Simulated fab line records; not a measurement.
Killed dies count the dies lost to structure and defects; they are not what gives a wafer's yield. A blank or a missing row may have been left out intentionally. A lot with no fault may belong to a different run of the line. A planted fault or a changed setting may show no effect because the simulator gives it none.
What tool caused it? || flow gf180mcu || 7 lots with 21 wafers sampled at 2 steps, on a route of 602 steps

## WHAT THE GAUGES READ, wafer by wafer
GF_POLY_GATE_CD_MEAS_10: target cd 280 nm.
{"lot": "L825", "measured": "day 9 14:27", "on": "cdSem-01", "cdNm (nm)": "280.1 279.5 279.1"}
{"lot": "L827", "measured": "day 10 01:06", "on": "cdSem-01", "cdNm (nm)": "279.1 279.6 280.0"}
{"lot": "L829", "measured": "day 10 16:01", "on": "cdSem-01", "cdNm (nm)": "279.6 279.0 279.4"}
{"lot": "L833", "measured": "day 11 23:10", "on": "cdSem-02", "cdNm (nm)": "281.1 280.2 280.0"}
{"lot": "L835", "measured": "day 12 10:19", "on": "cdSem-01", "cdNm (nm)": "280.5 280.9 280.6"}
{"lot": "L837", "measured": "day 12 20:37", "on": "cdSem-01", "cdNm (nm)": "281.2 281.0 280.7"}
{"lot": "L841", "measured": "day 14 01:23", "on": "cdSem-02", "cdNm (nm)": "288.3 287.8 287.2"}

## WHICH TOOL RAN EACH LOT (tool, then ch and the chambers of the sampled wafers, then the start)
{"lot": "L825", "GF_POLY_GATE_PEB_08": "lithoTrack-01 ch 0, day 9 14:07"}
{"lot": "L827", "GF_POLY_GATE_PEB_08": "lithoTrack-01 ch 0, day 10 00:46"}
{"lot": "L829", "GF_POLY_GATE_PEB_08": "lithoTrack-04 ch 0, day 10 15:40"}
{"lot": "L833", "GF_POLY_GATE_PEB_08": "lithoTrack-03 ch 0, day 11 22:49"}
{"lot": "L835", "GF_POLY_GATE_PEB_08": "lithoTrack-04 ch 0, day 12 09:59"}
{"lot": "L837", "GF_POLY_GATE_PEB_08": "lithoTrack-04 ch 0, day 12 20:16"}
{"lot": "L841", "GF_POLY_GATE_PEB_08": "lithoTrack-04 ch 0, day 14 01:04"}
- GF_POLY_GATE_PEB_08: peb time 90 s.

## THE ANSWER, worked out from the rows above alone
Rule: usual is defined by the lots themselves. Put in order of their means at a reading, lots are off if they are a third of the lots or fewer, leave a main group of 4 or more, and stand apart from it by a gap of 3 or more times the standard deviation of the main group's means; of several such gaps the widest counts. The tables above print the reading to a certain number of digits; a main group whose means all agree to those digits is not used. Also off: a lot with no number at a reading for which 4 or more lots have one. The other lots that the step has rows for count as sound.
Off at GF_POLY_GATE_CD_MEAS_10 (cdNm): L841. Mean 280.1 nm and standard deviation 0.62 in the main group.
A tool fits if, at a process step before that reading, it ran every lot that is off, and no sound lot after the first of them. Those tools and the gauges at GF_POLY_GATE_CD_MEAS_10 are tried in the same way. This does not decide it: 2 tools fit, namely lithoTrack-04 at GF_POLY_GATE_PEB_08 and cdSem-02 at GF_POLY_GATE_CD_MEAS_10.

## WHAT HAD BEEN PUT IN BY THE SIMULATOR
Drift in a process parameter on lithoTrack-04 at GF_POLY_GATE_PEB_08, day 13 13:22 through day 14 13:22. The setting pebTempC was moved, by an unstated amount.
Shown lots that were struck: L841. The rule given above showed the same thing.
